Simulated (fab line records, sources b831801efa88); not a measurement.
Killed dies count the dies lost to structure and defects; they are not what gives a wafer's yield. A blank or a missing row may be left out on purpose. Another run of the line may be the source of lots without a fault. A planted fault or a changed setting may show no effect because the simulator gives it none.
fab line records	flow gf180mcu
record lots=14	wafers=42	last_day=34
route steps=602 shown CONTACT@287 V1@345 M2@377 V2@396
lots untouched by any fault: they come from a run of this same line in which no faults occurred
start_h: hours from the record's first day to the start of the lot's first wafer shown	wait_h: hours since the lot's step before	" repeats the value in the row above	L1.1+2: several wafers, shown together as one row	- no value, or no start was given	* or withheld: withheld	< > ~ a bound
route shown NAME@n: NAME is a module with steps in the file, n the number in the route of the first one	usual: average and standard deviation across the fault-free wafers	same: alike in all rows	chamber/n: place in a boat	sites: readings site by site	_std_site: how widely they spread, as a standard deviation	_edge_site: mean of outer sites minus mean of inner sites	radius_mm: how far each site lies from the wafer's centre	mask NAME#n: copy n	behind: the most recent tool/chamber to have shaped the wafer	hold: the reason the lot was held/the length of the hold in hours/how it ended	device: the transistor (n, p or np) that didn't switch	end of line: tests of these same wafers at the route's end	for a step that has no rows: nothing shown but its recipe	killed: dies that structure and defects cost at the first sort, which is not the same as the wafer's yield	map: a wafer's dies, marking killed ones x, the rest . and places with no die _
set.NAME: the run value of the setting; set.NAME@STEP: its run value at that earlier step	model.NAME: the simulator's own value behind a step, which no gauge read
one table for each step of the route and one row for each wafer, over a sample of lots
services: a tool's chamber out of use, with start hour (start_h, from the record's first day; less than 0 if before it), hours out, and reason
## steps
# step GF_CONTACT_CVD_00
# recipe material=SiO2	target_thk_nm=300	sigma_open_frac=0.3	temp_c=400	time_s=50	sih4_flow_sccm=60	pressure_mtorr=6
# usual sih4_flow_sccm=60.01/0.16
lot.wafer	tool	chamber	start_h	wait_h	sih4_flow_sccm
L313.1	hdpcvd-02	2	348.34	0.1	59.89
L313.3	"	0	"	"	60.02
L313.5	"	0	"	"	59.93
L316.2	hdpcvd-02	0	375.17	0.1	60.04
L316.3	"	1	"	"	59.89
L316.5	"	1	"	"	59.86
L317.2	hdpcvd-02	1	380.19	0.1	59.66
L317.3	"	2	"	"	60.02
L317.4	"	1	"	"	59.86
L318.1	hdpcvd-02	1	391.72	0.1	90.09
L318.3	"	2	"	"	90.03
L318.6	"	1	"	"	89.94
L319.2	hdpcvd-01	0	402.80	0.1	59.91
L319.4	"	2	"	"	59.97
L319.6	"	1	"	"	60.13
L320.2	hdpcvd-02	2	406.00	0.1	89.97
L320.3	"	0	"	"	90.19
L320.6	"	0	"	"	90.20
L327.4	hdpcvd-01	0	473.65	0.1	60.22
L327.5	"	1	"	"	59.99
L327.6	"	2	"	"	59.85
L328.1	hdpcvd-02	0	475.98	0.1	59.81
L328.5	"	0	"	"	60.01
L328.6	"	2	"	"	59.85
L330.1	hdpcvd-01	2	492.62	0.1	59.79
L330.2	"	1	"	"	60.14
L330.4	"	1	"	"	59.86
L331.3	hdpcvd-02	0	502.20	0.1	60.05
L331.4	"	2	"	"	59.94
L331.5	"	0	"	"	60.24
L332.3	hdpcvd-01	0	511.97	0.1	59.99
L332.4	"	0	"	"	60.07
L332.5	"	2	"	"	59.89
L333.2	hdpcvd-01	0	516.98	0.1	60.24
L333.4	"	1	"	"	60.02
L333.6	"	2	"	"	60.01
L334.1	hdpcvd-02	0	528.24	0.1	60.05
L334.2	"	1	"	"	60.13
L334.6	"	2	"	"	60.05
L335.2	hdpcvd-01	1	539.28	0.1	59.94
L335.4	"	1	"	"	59.94
L335.5	"	0	"	"	60.39
# step GF_CONTACT_THK_MEAS_01
# recipe reads=SiO2_of_CONTACT_CVD_00
# usual CONTACT_CVD_00_THK=300.7/2.8
lot.wafer	tool	chamber	start_h	wait_h	hold	CONTACT_CVD_00_THK[nm]
L313.1	film_metro-04	-	348.39	0.0	-	302.5
L313.3	"	-	"	"	-	296.4
L313.5	"	-	"	"	-	295.2
L316.2	film_metro-04	-	375.23	0.0	-	298.0
L316.3	"	-	"	"	-	300.2
L316.5	"	-	"	"	-	299.7
L317.2	film_metro-02	-	380.24	0.0	-	300.8
L317.3	"	-	"	"	-	305.1
L317.4	"	-	"	"	-	298.1
L318.1	film_metro-04	-	391.77	0.0	await_dispo/0.2h/release	454.1
L318.3	"	-	"	"	await_dispo/0.2h/release	455.5
L318.6	"	-	"	"	await_dispo/0.2h/release	452.2
L318.1	film_metro-04	-	392.00	0.2	-	454.1
L318.3	"	-	"	"	-	455.8
L318.6	"	-	"	"	-	452.4
L319.2	film_metro-04	-	402.85	0.0	-	302.0
L319.4	"	-	"	"	-	297.6
L319.6	"	-	"	"	-	300.0
L320.2	film_metro-04	-	406.05	0.0	await_dispo/0.2h/release	452.2
L320.3	"	-	"	"	await_dispo/0.2h/release	449.5
L320.6	"	-	"	"	await_dispo/0.2h/release	452.6
L320.2	film_metro-04	-	406.28	0.2	-	452.9
L320.3	"	-	"	"	-	449.3
L320.6	"	-	"	"	-	453.4
L327.4	film_metro-04	-	473.70	0.0	-	299.2
L327.5	"	-	"	"	-	301.3
L327.6	"	-	"	"	-	304.8
L328.1	film_metro-02	-	476.03	0.0	-	299.9
L328.5	"	-	"	"	-	299.2
L328.6	"	-	"	"	-	298.2
L330.1	film_metro-04	-	492.66	0.0	-	297.7
L330.2	"	-	"	"	-	299.7
L330.4	"	-	"	"	-	300.9
L331.3	film_metro-02	-	502.27	0.0	-	302.5
L331.4	"	-	"	"	-	303.3
L331.5	"	-	"	"	-	301.8
L332.3	film_metro-02	-	512.10	0.1	-	300.8
L332.4	"	-	"	"	-	304.0
L332.5	"	-	"	"	-	303.4
L333.2	film_metro-04	-	517.04	0.0	-	297.0
L333.4	"	-	"	"	-	297.5
L333.6	"	-	"	"	-	300.4
L334.1	film_metro-02	-	528.28	0.0	-	306.8
L334.2	"	-	"	"	-	307.9
L334.6	"	-	"	"	-	306.5
L335.2	film_metro-04	-	539.33	0.0	-	302.1
L335.4	"	-	"	"	-	303.2
L335.5	"	-	"	"	-	301.2
# step GF_V1_SOFTBAKE_10
# recipe temp_c=130	time_s=61.55	resist=KrF
# usual chill_plate_temp_C=23.00/0.11	plate_sensor_t_centre_C=131.01/0.01	plate_sensor_t_edge_C=131.21/0.0098	softbake_temp_c=130.00/0.15
lot.wafer	tool	chamber	start_h	wait_h	chill_plate_temp_C	plate_sensor_t_centre_C	plate_sensor_t_edge_C	softbake_temp_c
L313.1	litho_track-01	0	-	-	22.95	131.01	131.2	129.85
L313.3	"	0	"	"	23.01	130.99	131.22	130.01
L313.5	"	0	"	"	23.10	131	131.21	129.89
L316.2	litho_track-01	0	-	-	23.18	131	131.2	130.17
L316.3	"	0	"	"	22.99	131.03	131.22	130.28
L316.5	"	0	"	"	23.05	131	131.19	130.32
L317.2	litho_track-03	0	-	-	22.90	131.02	131.2	129.96
L317.3	"	0	"	"	22.96	131.01	131.2	129.85
L317.4	"	0	"	"	22.77	131.02	131.21	130.01
L319.2	litho_track-03	0	-	-	22.96	131.02	131.21	129.91
L319.4	"	0	"	"	23.07	131.01	131.2	130.08
L319.6	"	0	"	"	22.97	131.01	131.22	129.81
L327.4	litho_track-01	0	-	-	23.05	131.02	131.21	129.98
L327.5	"	0	"	"	23.07	131.02	131.21	130.01
L327.6	"	0	"	"	22.82	131.02	131.21	130.03
L328.1	litho_track-03	0	-	-	23.14	131.02	131.21	129.85
L328.5	"	0	"	"	23.12	131.02	131.22	129.92
L328.6	"	0	"	"	23.16	131.02	131.21	130.00
L330.1	litho_track-04	0	-	-	23.16	131.01	131.2	129.92
L330.2	"	0	"	"	23.10	131.01	131.2	130.32
L330.4	"	0	"	"	23.03	131	131.22	130.29
L331.3	litho_track-03	0	-	-	23.08	131	131.23	129.93
L331.4	"	0	"	"	23.23	131.01	131.2	130.25
L331.5	"	0	"	"	22.95	131.02	131.22	130.05
L332.3	litho_track-04	0	-	-	22.77	131.03	131.21	130.11
L332.4	"	0	"	"	22.77	131.01	131.2	129.94
L332.5	"	0	"	"	22.84	131.02	131.2	129.89
L333.2	litho_track-03	0	-	-	23.07	131.01	131.2	130.12
L333.4	"	0	"	"	23.14	131.02	131.22	130.05
L333.6	"	0	"	"	23.00	131.02	131.2	130.04
L334.1	litho_track-01	0	-	-	23.10	131.02	131.21	129.97
L334.2	"	0	"	"	23.02	131	131.22	129.86
L334.6	"	0	"	"	23.11	131.01	131.24	129.84
L335.2	litho_track-03	0	-	-	23.02	131.02	131.21	130.13
L335.4	"	0	"	"	23.08	131.02	131.2	129.96
L335.5	"	0	"	"	22.97	130.99	131.22	129.94
# step GF_M2_OVL_MEAS_15
# usual M2_OVL=-1/5.4
lot.wafer	tool	chamber	start_h	wait_h	M2_OVL[nm]
L313.1	overlay-01	-	442.90	0.1	1
L313.3	"	-	"	"	-5
L313.5	"	-	"	"	-5
L316.2	overlay-01	-	474.74	0.1	7
L316.3	"	-	"	"	7
L316.5	"	-	"	"	4
L317.2	overlay-02	-	478.58	0.1	3
L317.3	"	-	"	"	-1
L317.4	"	-	"	"	3
L319.2	overlay-02	-	504.45	0.1	3
L319.4	"	-	"	"	8
L319.6	"	-	"	"	0
L327.4	overlay-01	-	571.41	0.1	6
L327.5	"	-	"	"	7
L327.6	"	-	"	"	7
L328.1	overlay-02	-	573.47	0.1	0
L328.5	"	-	"	"	-9
L328.6	"	-	"	"	-5
L330.1	overlay-01	-	588.29	0.1	0
L330.2	"	-	"	"	-7
L330.4	"	-	"	"	-5
L331.3	overlay-02	-	597.83	0.1	-3
L331.4	"	-	"	"	-1
L331.5	"	-	"	"	0
L332.3	overlay-01	-	606.51	0.1	-7
L332.4	"	-	"	"	-5
L332.5	"	-	"	"	-1
L333.2	overlay-02	-	611.53	0.1	3
L333.4	"	-	"	"	-7
L333.6	"	-	"	"	-10
L334.1	overlay-01	-	620.94	0.1	0
L334.2	"	-	"	"	0
L334.6	"	-	"	"	3
L335.2	overlay-01	-	629.35	0.1	-5
L335.4	"	-	"	"	0
L335.5	"	-	"	"	-6
# step GF_V2_CD_MEAS_14
# recipe target_cd_nm=260
# usual cd_nm=259.8/1.2
lot.wafer	tool	chamber	start_h	wait_h	cd_nm
L313.1	cd_sem-01	-	468.81	0.2	259.8
L313.3	"	-	"	"	259.1
L313.5	"	-	"	"	259.1
L316.2	cd_sem-01	-	499.79	0.1	260.9
L316.3	"	-	"	"	259.3
L316.5	"	-	"	"	260.7
L317.2	cd_sem-01	-	503.86	0.1	258.5
L317.3	"	-	"	"	259.6
L317.4	"	-	"	"	259.4
L319.2	cd_sem-02	-	528.99	0.1	260.7
L319.4	"	-	"	"	259.9
L319.6	"	-	"	"	259.6
L327.4	cd_sem-01	-	594.03	0.1	261.3
L327.5	"	-	"	"	260.8
L327.6	"	-	"	"	260.5
L328.1	cd_sem-02	-	596.02	0.1	260.7
L328.5	"	-	"	"	261.2
L328.6	"	-	"	"	261.1
L330.1	cd_sem-02	-	610.45	0.1	256.9
L330.2	"	-	"	"	257.5
L330.4	"	-	"	"	258.1
L331.3	cd_sem-01	-	619.91	0.1	261.4
L331.4	"	-	"	"	261.0
L331.5	"	-	"	"	262.0
L332.3	cd_sem-02	-	628.44	0.1	260.1
L332.4	"	-	"	"	261.8
L332.5	"	-	"	"	260.9
L333.2	cd_sem-02	-	633.33	0.1	261.1
L333.4	"	-	"	"	260.8
L333.6	"	-	"	"	260.0
L334.1	cd_sem-01	-	642.45	0.1	258.1
L334.2	"	-	"	"	258.2
L334.6	"	-	"	"	258.7
L335.2	cd_sem-01	-	651.01	0.1	258.6
L335.4	"	-	"	"	259.5
L335.5	"	-	"	"	260.2
## services
tool	chamber	start_h	hours	kind
hdpcvd-01	-	337.92	2.8	pm
litho_track-03	-	437.30	-	consumable_replace:filter
litho_track-04	-	455.65	-	consumable_replace:filter
hdpcvd-01	2	521.06	10.9	repair
hdpcvd-02	-	539.25	15.0	pm
hdpcvd-02	0	539.25	15.0	vent_cycle
hdpcvd-02	1	539.25	15.0	vent_cycle
hdpcvd-02	2	539.25	15.0	vent_cycle
hdpcvd-02	0	554.25	-	clean
hdpcvd-02	1	554.25	-	clean
hdpcvd-02	2	554.25	-	clean
## key
first_sign step=GF_CONTACT_CVD_00	reading=sih4_flow_sccm	direction=up	sigmas=99+	usual=60.01	struck=90.07
effect step=GF_CONTACT_THK_MEAS_01	reading=visit	direction=added
effect step=GF_CONTACT_THK_MEAS_01	reading=CONTACT_CVD_00_THK	direction=up	sigmas=54	usual=300.7	struck=452.7
met_at GF_CONTACT_CVD_00
struck_lots L318,L320
scrapped_behind GF_CONTACT_THK_MEAS_01 L318.1,L318.3,L318.6,L320.2,L320.3,L320.6
not_acting_at GF_V1_SOFTBAKE_10,GF_M2_OVL_MEAS_15,GF_V2_CD_MEAS_14
onset_between 380.19 391.72
fault kind=process_parameter_drift	tool=hdpcvd-02	chamber=-	onset_h=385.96	steps=GF_CONTACT_CVD_00	channel=sih4_flow_sccm	offset=30	shape=step	end_h=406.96	acts_in=these_recipes_only	stated=60
